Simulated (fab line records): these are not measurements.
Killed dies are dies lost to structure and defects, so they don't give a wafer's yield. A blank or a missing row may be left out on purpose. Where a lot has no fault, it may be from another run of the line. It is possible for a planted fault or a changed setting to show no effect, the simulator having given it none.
2 desks, one fault || flow sky130 || each desk holds nothing but its own numbers, with what lay behind them at the end

== FOR THE TOOL OWNER'S DESK: pvd-sputter-02 ==
The tool's own readings at SKY_METAL2_SPUTTER_02 (material AlCu, target thk 250 nm, time 13.3 s): means of the sampled wafers that have a number, for each lot that ran on this tool. Any lot whose mean is over 4 standard deviations away from the usual mean is out of limits and marked OUT; that distance is given in the brackets.
Columns: A = throttle-valve-pct at SKY_METAL2_SPUTTER_02, usual 30.4 %
{"lot": "L385", "first seen here": "day 34 08:45", "A": 30.6}
{"lot": "L387", "first seen here": "day 35 07:04", "A": 30.7}
{"lot": "L391", "first seen here": "day 36 13:20", "A": 30.9}
{"lot": "L394", "first seen here": "day 37 15:01", "A": 31.2}
{"lot": "L397", "first seen here": "day 38 19:08", "A": 30.6}
Finding of this desk: none of the 5 lots has anything out of limits.

== AT THE METROLOGY DESK ==
Means of the sampled wafers that have a number, per lot and without regard to the tool the lot ran on: this is what the gauges read. Any lot whose mean is over 4 standard deviations away from the usual mean is out of limits and marked OUT; that distance is given in the brackets.
Columns: A = METAL2_ALCU_RS at SKY_METAL2_RS_MEAS_05, usual 0.1266 ohm/sq; B = METAL2_ALCU_THK at SKY_METAL2_THK_MEAS_06, usual 246.3 nm; C = METAL2_OVL at SKY_METAL2_OVL_MEAS_16, usual 0 nm
{"lot": "L385", "first seen here": "day 34 08:50", "A": 0.1270, "B": 244.2, "C": -4}
{"lot": "L387", "first seen here": "day 35 07:10", "A": 0.1272, "B": 246.1, "C": -1}
{"lot": "L391", "first seen here": "day 36 13:29", "A": 0.1272, "B": 246.3, "C": -4}
{"lot": "L394", "first seen here": "day 37 15:07", "A": "0.1032 (-20) OUT", "B": "305.0 (+22) OUT", "C": -1}
{"lot": "L395", "first seen here": "day 38 00:34", "A": 0.1259, "B": 247.4, "C": 3}
{"lot": "L397", "first seen here": "day 38 19:17", "A": "0.1144 (-10) OUT", "B": "279.7 (+12) OUT", "C": 4}
{"lot": "L399", "first seen here": "day 39 15:31", "A": 0.1257, "B": 246.8, "C": 4}
{"lot": "L405", "first seen here": "day 40 16:09", "A": 0.1268, "B": 243.5, "C": -1}
{"lot": "L406", "first seen here": "day 40 22:41", "A": 0.1256, "B": 247.8, "C": 7}
This desk's result: L394, L397 out of limits, first on L394 (METAL2_ALCU_RS at SKY_METAL2_RS_MEAS_05), day 37 15:07. Within limits: L385, L387, L391, L395, L399, L405, L406.

== BROUGHT TOGETHER ==
Metrology desk: alarm possible at day 37 15:07 on L394, L397.
Nothing out of limits was seen by the tool owner's desk.
On record at the tool owner's desk: L394, L397, within its limits.
The lots listed all ran SKY_METAL2_SPUTTER_02 on pvd-sputter-02.

== WHAT HAD BEEN PUT IN BY THE SIMULATOR ==
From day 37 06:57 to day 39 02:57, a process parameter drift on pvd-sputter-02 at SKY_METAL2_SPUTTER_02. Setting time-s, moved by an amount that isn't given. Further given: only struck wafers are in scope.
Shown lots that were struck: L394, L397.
Time in hours between the start of the fault and the first out-of-limits reading at each desk: metrology desk, 8.
